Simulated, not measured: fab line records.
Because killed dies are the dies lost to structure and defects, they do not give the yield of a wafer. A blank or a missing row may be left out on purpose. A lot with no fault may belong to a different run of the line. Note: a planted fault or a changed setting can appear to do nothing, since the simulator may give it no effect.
fab line records ; flow gf180mcu
[record] lots = 13; wafers = 39; last_day = 34
route steps=602 shown POLY_GATE@158 HV_LDD@195
lots that met no fault: from a run of the same line without faults
start_h: hours from the record's opening day to when the first of the lot's shown wafers began ; wait_h: hours elapsed since this lot's preceding step ; " repeats the value in the row above ; L1.1+2: several wafers, shown together as one row ; - no value present, or no start provided ; * or withheld: withheld ; < > ~ a bound
route shown NAME@n: names a module that has steps shown in the file, with the first one's number in the route ; usual: mean and standard deviation over wafers with no fault ; same: alike in all rows ; chamber/n: place in a boat ; sites: per-site readings ; _std_site: their standard deviation ; _edge_site: inner sites' mean taken away from outer sites' mean ; radius_mm: how far each site lies from the wafer's centre ; mask NAME#n: copy n ; behind: tool/chamber where the wafer was last shaped ; hold: why the lot was held/for how many hours/how that ended ; device: the n, p or np transistor that did not switch ; end of line: the tests these same wafers got at the end of their route ; for a step that has no rows: nothing shown but its recipe ; killed: dies lost to structure and defects at the first sort, not the wafer's yield ; map: the dies of a wafer, with x for killed, . for not killed, _ for no die there
set.NAME: the run value of the setting; set.NAME@STEP: its run value at that earlier step ; model.NAME: the simulator's own value behind a step, which no gauge read
one table for each step of the route and one row for each wafer, over a sample of lots
services: a tool's chamber out of use, with start hour (start_h, from the record's first day; less than 0 if before it), hours out, and reason
[[steps]]
[step GF_POLY_GATE_THK_MEAS_01]
[recipe] reads = poly-Si_of_POLY_GATE_CVD_00
[usual] POLY_GATE_CVD_00_THK = 200.6/1.7
lot.wafer;tool;chamber;start_h;wait_h;POLY_GATE_CVD_00_THK[nm]
L231.1;film_metro-01;-;181.63;0.0;198.9
L231.4;film_metro-01;-;181.63;0.0;199.7
L231.6;film_metro-01;-;181.63;0.0;199.7
L232.1;film_metro-02;-;192.33;0.0;199.5
L232.4;film_metro-02;-;192.33;0.0;201.3
L232.5;film_metro-02;-;192.33;0.0;200.9
L233.1;film_metro-02;-;200.20;0.0;202.1
L233.3;film_metro-02;-;200.20;0.0;200.9
L233.5;film_metro-02;-;200.20;0.0;201.4
L236.3;film_metro-01;-;221.22;0.0;202.1
L236.4;film_metro-01;-;221.22;0.0;202.0
L236.6;film_metro-01;-;221.22;0.0;201.0
L237.4;film_metro-02;-;224.75;0.0;204.0
L237.5;film_metro-02;-;224.75;0.0;203.1
L237.6;film_metro-02;-;224.75;0.0;203.4
L239.1;film_metro-01;-;257.18;0.0;199.1
L239.2;film_metro-01;-;257.18;0.0;201.3
L239.5;film_metro-01;-;257.18;0.0;199.1
L240.2;film_metro-04;-;261.02;0.0;201.0
L240.5;film_metro-04;-;261.02;0.0;202.4
L240.6;film_metro-04;-;261.02;0.0;203.2
L241.1;film_metro-02;-;272.43;0.0;201.0
L241.4;film_metro-02;-;272.43;0.0;200.6
L241.5;film_metro-02;-;272.43;0.0;199.8
L243.1;film_metro-01;-;279.40;0.0;201.1
L243.3;film_metro-01;-;279.40;0.0;199.6
L243.5;film_metro-01;-;279.40;0.0;200.8
L246.2;film_metro-01;-;293.05;0.0;201.4
L246.3;film_metro-01;-;293.05;0.0;200.0
L246.4;film_metro-01;-;293.05;0.0;201.4
L249.1;film_metro-04;-;310.71;0.0;198.8
L249.4;film_metro-04;-;310.71;0.0;199.8
L249.6;film_metro-04;-;310.71;0.0;197.5
L250.1;film_metro-04;-;320.86;0.0;200.8
L250.3;film_metro-04;-;320.86;0.0;199.7
L250.6;film_metro-04;-;320.86;0.0;201.4
L251.1;film_metro-01;-;327.39;0.0;200.3
L251.3;film_metro-01;-;327.39;0.0;200.2
L251.6;film_metro-01;-;327.39;0.0;199.7
[step GF_HV_LDD_CD_MEAS_19]
[recipe] target_cd_nm = 400
[usual] cd_nm = 400.3/2.3
lot.wafer;tool;chamber;start_h;wait_h;cd_nm
L231.1;cd_sem-02;-;235.60;0.1;404.2
L231.4;cd_sem-02;-;235.60;0.1;401.7
L231.6;cd_sem-02;-;235.60;0.1;403.5
L232.1;cd_sem-01;-;247.45;0.1;397.6
L232.4;cd_sem-01;-;247.45;0.1;398.0
L232.5;cd_sem-01;-;247.45;0.1;396.1
L233.1;cd_sem-01;-;257.82;0.1;404.7
L233.3;cd_sem-01;-;257.82;0.1;404.1
L233.5;cd_sem-01;-;257.82;0.1;406.2
L236.3;cd_sem-02;-;279.44;0.1;402.0
L236.4;cd_sem-02;-;279.44;0.1;403.6
L236.6;cd_sem-02;-;279.44;0.1;399.7
L237.4;cd_sem-02;-;286.38;0.1;402.4
L237.5;cd_sem-02;-;286.38;0.1;402.8
L237.6;cd_sem-02;-;286.38;0.1;402.4
L239.1;cd_sem-01;-;320.97;0.1;397.0
L239.2;cd_sem-01;-;320.97;0.1;396.5
L239.5;cd_sem-01;-;320.97;0.1;397.2
L240.2;cd_sem-01;-;324.84;0.1;399.2
L240.5;cd_sem-01;-;324.84;0.1;399.2
L240.6;cd_sem-01;-;324.84;0.1;399.2
L241.1;cd_sem-02;-;335.97;0.1;396.4
L241.4;cd_sem-02;-;335.97;0.1;399.5
L241.5;cd_sem-02;-;335.97;0.1;397.5
L243.1;cd_sem-01;-;343.70;0.1;402.6
L243.3;cd_sem-01;-;343.70;0.1;402.1
L243.5;cd_sem-01;-;343.70;0.1;403.0
L246.2;cd_sem-01;-;358.04;0.1;396.9
L246.3;cd_sem-01;-;358.04;0.1;396.1
L246.4;cd_sem-01;-;358.04;0.1;397.5
L249.1;cd_sem-01;-;378.55;0.1;402.6
L249.4;cd_sem-01;-;378.55;0.1;401.3
L249.6;cd_sem-01;-;378.55;0.1;402.5
L250.1;cd_sem-02;-;388.17;0.1;396.3
L250.3;cd_sem-02;-;388.17;0.1;394.2
L250.6;cd_sem-02;-;388.17;0.1;397.7
L251.1;cd_sem-02;-;398.72;0.1;402.2
L251.3;cd_sem-02;-;398.72;0.1;402.3
L251.6;cd_sem-02;-;398.72;0.1;403.3
[step GF_HV_LDD_OVL_MEAS_32]
[usual] HV_LDD_02_OVL = -0.2/1.6
lot.wafer;tool;chamber;start_h;wait_h;HV_LDD_02_OVL[nm]
L231.1;overlay-02;-;253.74;0.1;-0.1
L231.4;overlay-02;-;253.74;0.1;0.1
L231.6;overlay-02;-;253.74;0.1;0.6
L232.1;overlay-01;-;266.82;0.1;-1.3
L232.4;overlay-01;-;266.82;0.1;0.3
L232.5;overlay-01;-;266.82;0.1;1.0
L233.1;overlay-01;-;277.87;0.1;-1.2
L233.3;overlay-01;-;277.87;0.1;-2.6
L233.5;overlay-01;-;277.87;0.1;0.4
L236.3;overlay-01;-;300.58;0.1;-2.0
L236.4;overlay-01;-;300.58;0.1;-2.0
L236.6;overlay-01;-;300.58;0.1;-2.2
L237.4;overlay-01;-;307.71;0.1;-0.8
L237.5;overlay-01;-;307.71;0.1;1.3
L237.6;overlay-01;-;307.71;0.1;1.0
L239.1;overlay-01;-;342.84;0.1;-0.4
L239.2;overlay-01;-;342.84;0.1;0.7
L239.5;overlay-01;-;342.84;0.1;-1.6
L240.2;overlay-02;-;345.94;0.1;0.2
L240.5;overlay-02;-;345.94;0.1;-0.8
L240.6;overlay-02;-;345.94;0.1;-1.2
L241.1;overlay-01;-;358.09;0.1;-0.2
L241.4;overlay-01;-;358.09;0.1;0.9
L241.5;overlay-01;-;358.09;0.1;0.9
L243.1;overlay-01;-;365.44;0.1;-0.7
L243.3;overlay-01;-;365.44;0.1;-1.7
L243.5;overlay-01;-;365.44;0.1;-0.3
L246.2;overlay-01;-;380.04;0.1;0.8
L246.3;overlay-01;-;380.04;0.1;0.7
L246.4;overlay-01;-;380.04;0.1;0.8
L249.1;overlay-02;-;402.32;0.1;-0.3
L249.4;overlay-02;-;402.32;0.1;1.5
L249.6;overlay-02;-;402.32;0.1;1.5
L250.1;overlay-01;-;411.54;0.1;-1.3
L250.3;overlay-01;-;411.54;0.1;-0.5
L250.6;overlay-01;-;411.54;0.1;-1.3
L251.1;overlay-02;-;422.72;0.1;1.7
L251.3;overlay-02;-;422.72;0.1;2.6
L251.6;overlay-02;-;422.72;0.1;2.8
[step GF_HV_LDD_IMPLANT_34]
[recipe] species = P; energy_kev = 60; dose_cm2 = 7.5e+12; tilt_deg = 30; rotation_deg = 90
[usual] implant_ion_amu = 31/0
lot.wafer;tool;chamber;start_h;wait_h;implant_ion_amu
L231.1;implanter-04;0;253.93;0.1;31
L231.4;implanter-04;0;253.93;0.1;31
L231.6;implanter-04;0;253.93;0.1;31
L232.1;implanter-04;0;267.01;0.1;31
L232.4;implanter-04;0;267.01;0.1;31
L232.5;implanter-04;0;267.01;0.1;31
L233.1;implanter-01;0;278.06;0.1;31
L233.3;implanter-01;0;278.06;0.1;31
L233.5;implanter-01;0;278.06;0.1;31
L236.3;implanter-04;0;300.81;0.1;31
L236.4;implanter-04;0;300.81;0.1;31
L236.6;implanter-04;0;300.81;0.1;31
L237.4;implanter-01;0;307.95;0.1;31
L237.5;implanter-01;0;307.95;0.1;31
L237.6;implanter-01;0;307.95;0.1;31
L239.1;implanter-04;0;343.02;0.1;31
L239.2;implanter-04;0;343.02;0.1;31
L239.5;implanter-04;0;343.02;0.1;31
L240.2;implanter-01;0;346.15;0.1;31
L240.5;implanter-01;0;346.15;0.1;31
L240.6;implanter-01;0;346.15;0.1;31
L241.1;implanter-01;0;358.27;0.1;31
L241.4;implanter-01;0;358.27;0.1;31
L241.5;implanter-01;0;358.27;0.1;31
L243.1;implanter-03;0;365.62;0.1;31
L243.3;implanter-03;0;365.62;0.1;31
L243.5;implanter-03;0;365.62;0.1;31
L246.2;implanter-04;0;380.25;0.1;31
L246.3;implanter-04;0;380.25;0.1;31
L246.4;implanter-04;0;380.25;0.1;31
L249.1;implanter-04;0;402.50;0.1;31
L249.4;implanter-04;0;402.50;0.1;31
L249.6;implanter-04;0;402.50;0.1;31
L250.1;implanter-04;0;411.72;0.1;75
L250.3;implanter-04;0;411.72;0.1;75
L250.6;implanter-04;0;411.72;0.1;75
L251.1;implanter-04;0;422.90;0.1;75
L251.3;implanter-04;0;422.90;0.1;75
L251.6;implanter-04;0;422.90;0.1;75
[step GF_HV_LDD_TW_MEAS_38]
[usual] HV_LDD_3_TW = 1443/11
lot.wafer;tool;chamber;start_h;wait_h;hold;HV_LDD_3_TW
L231.1;film_metro-01;-;254.48;0.1;-;1443
L231.4;film_metro-01;-;254.48;0.1;-;1433
L231.6;film_metro-01;-;254.48;0.1;-;1434
L232.1;film_metro-01;-;267.56;0.1;-;1430
L232.4;film_metro-01;-;267.56;0.1;-;1434
L232.5;film_metro-01;-;267.56;0.1;-;1429
L233.1;film_metro-01;-;278.61;0.1;-;1425
L233.3;film_metro-01;-;278.61;0.1;-;1423
L233.5;film_metro-01;-;278.61;0.1;-;1427
L236.3;film_metro-03;-;301.40;0.1;-;1446
L236.4;film_metro-03;-;301.40;0.1;-;1448
L236.6;film_metro-03;-;301.40;0.1;-;1447
L237.4;film_metro-04;-;308.45;0.1;-;1465
L237.5;film_metro-04;-;308.45;0.1;-;1460
L237.6;film_metro-04;-;308.45;0.1;-;1461
L239.1;film_metro-04;-;343.57;0.1;-;1459
L239.2;film_metro-04;-;343.57;0.1;-;1448
L239.5;film_metro-04;-;343.57;0.1;-;1453
L240.2;film_metro-01;-;346.68;0.1;-;1429
L240.5;film_metro-01;-;346.68;0.1;-;1431
L240.6;film_metro-01;-;346.68;0.1;-;1432
L241.1;film_metro-01;-;358.82;0.1;-;1430
L241.4;film_metro-01;-;358.82;0.1;-;1428
L241.5;film_metro-01;-;358.82;0.1;-;1429
L243.1;film_metro-01;-;366.17;0.1;-;1444
L243.3;film_metro-01;-;366.17;0.1;-;1434
L243.5;film_metro-01;-;366.17;0.1;-;1437
L246.2;film_metro-04;-;380.78;0.1;-;1473
L246.3;film_metro-04;-;380.78;0.1;-;1468
L246.4;film_metro-04;-;380.78;0.1;-;1461
L249.1;film_metro-04;-;403.05;0.1;-;1459
L249.4;film_metro-04;-;403.05;0.1;-;1447
L249.6;film_metro-04;-;403.05;0.1;-;1450
L250.1;film_metro-01;-;412.27;0.1;await_dispo/0.2h/release;1597
L250.3;film_metro-01;-;412.27;0.1;await_dispo/0.2h/release;1596
L250.6;film_metro-01;-;412.27;0.1;await_dispo/0.2h/release;1590
L250.1;film_metro-01;-;412.50;0.2;-;1589
L250.3;film_metro-01;-;412.50;0.2;-;1589
L250.6;film_metro-01;-;412.50;0.2;-;1594
L251.1;film_metro-01;-;423.45;0.1;await_dispo/0.2h/release;1599
L251.3;film_metro-01;-;423.45;0.1;await_dispo/0.2h/release;1594
L251.6;film_metro-01;-;423.45;0.1;await_dispo/0.2h/release;1600
L251.1;film_metro-01;-;423.68;0.2;-;1597
L251.3;film_metro-01;-;423.68;0.2;-;1603
L251.6;film_metro-01;-;423.68;0.2;-;1611
[step GF_HV_LDD_RS_MEAS_53]
[recipe] thk_meas_gauge = four-point-probe
[usual] HV_LDD_RS = 418.5/0.82
lot.wafer;tool;chamber;start_h;wait_h;hold;HV_LDD_RS[ohm/sq]
L231.1;film_metro-01;-;272.83;0.1;-;419.2
L231.4;film_metro-01;-;272.83;0.1;-;418.6
L231.6;film_metro-01;-;272.83;0.1;-;417.9
L232.1;film_metro-04;-;287.23;0.1;-;418.5
L232.4;film_metro-04;-;287.23;0.1;-;419.4
L232.5;film_metro-04;-;287.23;0.1;-;418.0
L233.1;film_metro-01;-;298.87;0.1;-;417.4
L233.3;film_metro-01;-;298.87;0.1;-;417.7
L233.5;film_metro-01;-;298.87;0.1;-;416.4
L236.3;film_metro-03;-;322.54;0.1;-;418.4
L236.4;film_metro-03;-;322.54;0.1;-;419.7
L236.6;film_metro-03;-;322.54;0.1;-;418.9
L237.4;film_metro-01;-;329.87;0.1;-;418.6
L237.5;film_metro-01;-;329.87;0.1;-;419.1
L237.6;film_metro-01;-;329.87;0.1;-;417.3
L239.1;film_metro-03;-;365.30;0.1;-;418.1
L239.2;film_metro-03;-;365.30;0.1;-;417.5
L239.5;film_metro-03;-;365.30;0.1;-;417.7
L240.2;film_metro-01;-;368.72;0.1;-;418.8
L240.5;film_metro-01;-;368.72;0.1;-;419.1
L240.6;film_metro-01;-;368.72;0.1;-;419.5
L241.1;film_metro-03;-;381.40;0.1;-;419.9
L241.4;film_metro-03;-;381.40;0.1;-;419.2
L241.5;film_metro-03;-;381.40;0.1;-;418.7
L243.1;film_metro-04;-;389.31;0.1;-;418.4
L243.3;film_metro-04;-;389.31;0.1;-;419.5
L243.5;film_metro-04;-;389.31;0.1;-;418.7
L246.2;film_metro-01;-;404.17;0.1;-;418.2
L246.3;film_metro-01;-;404.17;0.1;-;418.5
L246.4;film_metro-01;-;404.17;0.1;-;418.9
L249.1;film_metro-01;-;426.80;0.1;-;417.4
L249.4;film_metro-01;-;426.80;0.1;-;418.6
L249.6;film_metro-01;-;426.80;0.1;-;418.6
L250.1;film_metro-01;-;436.85;0.1;await_dispo/0.2h/release;438.7
L250.3;film_metro-01;-;436.85;0.1;await_dispo/0.2h/release;441.3
L250.6;film_metro-01;-;436.85;0.1;await_dispo/0.2h/release;439.4
L250.1;film_metro-01;-;437.21;0.3;-;440.0
L250.3;film_metro-01;-;437.21;0.3;-;440.1
L250.6;film_metro-01;-;437.21;0.3;-;439.7
L251.1;film_metro-04;-;448.75;0.1;await_dispo/0.2h/release;440.2
L251.3;film_metro-04;-;448.75;0.1;await_dispo/0.2h/release;439.6
L251.6;film_metro-04;-;448.75;0.1;await_dispo/0.2h/release;439.2
L251.1;film_metro-04;-;449.04;0.3;-;439.4
L251.3;film_metro-04;-;449.04;0.3;-;439.5
L251.6;film_metro-04;-;449.04;0.3;-;438.1
[[services]]
tool;chamber;start_h;hours;kind
implanter-01;-;282.41;5.0;pm
implanter-01;-;322.26;6.4;repair
implanter-01;-;340.23;0.9;repair
implanter-04;-;351.59;4.4;repair
implanter-01;-;362.18;1.4;repair
implanter-03;-;369.35;6.5;pm
implanter-01;-;398.83;5.1;repair
implanter-01;-;409.31;6.8;repair
[[key]]
[first_sign] step = GF_HV_LDD_IMPLANT_34; reading = implant_ion_amu; direction = up; sigmas = 99+; usual = 31; struck = 75
[effect] step = GF_HV_LDD_TW_MEAS_38; reading = visit; direction = added
[effect] step = GF_HV_LDD_TW_MEAS_38; reading = HV_LDD_3_TW; direction = up; sigmas = 13; usual = 1443; struck = 1596
[effect] step = GF_HV_LDD_RS_MEAS_53; reading = visit; direction = added
[effect] step = GF_HV_LDD_RS_MEAS_53; reading = HV_LDD_RS; direction = up; sigmas = 26; usual = 418.5; struck = 439.7
met_at GF_HV_LDD_IMPLANT_34
struck_lots L250,L251
tester_left_out L250,L251
not_acting_at GF_POLY_GATE_THK_MEAS_01,GF_HV_LDD_CD_MEAS_19,GF_HV_LDD_OVL_MEAS_32
onset_between 402.50 411.72
[fault] kind = wrong_recipe_download; tool = implanter-01,implanter-03,implanter-04; chamber = -; onset_h = 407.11; steps = GF_HV_LDD_IMPLANT_34; wrong_recipe.not_listed = 1
// tester_left_out: of these lots the tester's yield and bins aren't shown, on N5 and GAA mostly nor the transistor test; their killed dies are dies lost to structure and defects alone, not to doping, threshold or leakage, so they don't give the yield
